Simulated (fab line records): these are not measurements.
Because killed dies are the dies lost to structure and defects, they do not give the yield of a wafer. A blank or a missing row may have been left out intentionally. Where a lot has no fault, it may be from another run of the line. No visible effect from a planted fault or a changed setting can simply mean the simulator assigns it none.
Chamber matching | flow gf180mcu | rie diel-02 running GF_CONTACT_ETCH_16: 4 sister chambers
The step etches BARC in N2/H2. 4 wafers are shown with their chamber, then 7 later ones without.

== WAFERS PAIRED WITH THEIR CHAMBERS ==
wafer  | chamber | drypump motor current A (A)
L662.6 | 2       | 5.44
L663.6 | 1       | 5.42
L666.2 | 3       | 5.72
L666.3 | 0       | 5.66

== WAFERS WITH NO CHAMBER GIVEN ==
wafer  | drypump motor current A (A)
L666.4 | 5.48
L671.2 | 5.63
L671.3 | 5.71
L671.5 | 5.43
L672.3 | 5.67
L672.4 | 5.49
L672.5 | 5.72

== CHAMBER TAKEN BY EACH ==
wafer  | from the rows above     | in truth
L666.4 | can't be placed: 2 or 1 | 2
L671.2 | 0                       | 0
L671.3 | can't be placed: 3 or 0 | 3
L671.5 | can't be placed: 1 or 2 | 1
L672.3 | can't be placed: 0 or 3 | 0
L672.4 | can't be placed: 2 or 1 | 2
L672.5 | 3                       | 3
Correctly placed: 2 of 7. Unplaceable from these rows: 5, with the true chamber sitting among the candidates in 5. 0 placed wrongly.
How it was worked out, from the rows above alone: a wafer's distance from a chamber is the root of the sum, over the readings, of the square of ((its reading less the chamber's mean) divided by the reading's scatter). The wafer belongs to the nearest chamber; if the next one is less than 2 further off, it can't be placed. A chamber's mean is the mean of its shown wafers. The scatter (one wafer shown for each chamber): square how far every hidden wafer sits from the nearest shown wafer, average those squares and take the square root.
